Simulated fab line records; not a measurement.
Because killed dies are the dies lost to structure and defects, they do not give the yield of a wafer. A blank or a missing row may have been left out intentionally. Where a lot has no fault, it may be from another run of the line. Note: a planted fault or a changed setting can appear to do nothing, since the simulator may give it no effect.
Matching of chambers + flow gf180mcu + rie_diel-01 running GF_CONTACT_ETCH_16: 4 sister chambers
The step etches BARC in N2/H2. 8 wafers are shown with their chamber, then 10 later ones without.

== WAFERS PAIRED WITH THEIR CHAMBERS ==
| wafer  | chamber | oes_product_au (a.u.) | h2_flow_sccm (sccm) |
|--------|---------|-----------------------|---------------------|
| L841.6 | 2       | 0.847                 | 200.3               |
| L845.3 | 3       | 0.849                 | 200.7               |
| L846.4 | 0       | 0.856                 | 199.2               |
| L847.2 | 3       | 0.851                 | 199.8               |
| L847.3 | 1       | 0.853                 | 199.5               |
| L847.5 | 1       | 0.850                 | 200.3               |
| L849.1 | 0       | 0.854                 | 200.8               |
| L849.3 | 2       | 0.852                 | 199.3               |

== WAFERS WITHOUT THEIR CHAMBER ==
| wafer  | oes_product_au (a.u.) | h2_flow_sccm (sccm) |
|--------|-----------------------|---------------------|
| L849.6 | 0.856                 | 199.6               |
| L855.2 | 0.854                 | 200.1               |
| L855.3 | 0.858                 | 200.2               |
| L855.5 | 0.861                 | 199.8               |
| L859.1 | 0.851                 | 200.9               |
| L859.5 | 0.853                 | 199.9               |
| L859.6 | 0.855                 | 201.5               |
| L860.2 | 0.850                 | 200.7               |
| L860.3 | 0.847                 | 201.0               |
| L860.4 | 0.861                 | 200.0               |

== EACH ONE'S CHAMBER ==
| wafer  | from the rows above               | in truth |
|--------|-----------------------------------|----------|
| L849.6 | can't be placed: 0 or 1           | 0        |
| L855.2 | can't be placed: 0 or 1 or 3 or 2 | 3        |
| L855.3 | can't be placed: 0 or 1           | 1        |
| L855.5 | can't be placed: 0 or 1           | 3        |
| L859.1 | can't be placed: 3 or 1 or 2 or 0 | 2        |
| L859.5 | can't be placed: 1 or 0 or 3 or 2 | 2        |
| L859.6 | can't be placed: 0 or 1 or 3 or 2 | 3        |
| L860.2 | can't be placed: 3 or 2 or 1 or 0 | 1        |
| L860.3 | can't be placed: 3 or 2 or 1      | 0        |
| L860.4 | can't be placed: 0 or 1           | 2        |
Correctly placed: 0 of 10. Can't be placed from these rows: 10 (the true chamber is among the candidates in 7). Wrongly placed: 0.
How it was worked out, from the rows above alone: a wafer's distance from a chamber is the root of the sum, over the readings, of the square of ((its reading less the chamber's mean) divided by the reading's scatter). If the next closest chamber is less than 2 further off than the closest, the wafer can't be placed; otherwise it belongs to the closest. A chamber's mean is the mean of its shown wafers. The scatter: take each reading less its chamber's mean, square it, sum over the shown wafers, divide by the number of wafers less the number of chambers, and take the root.
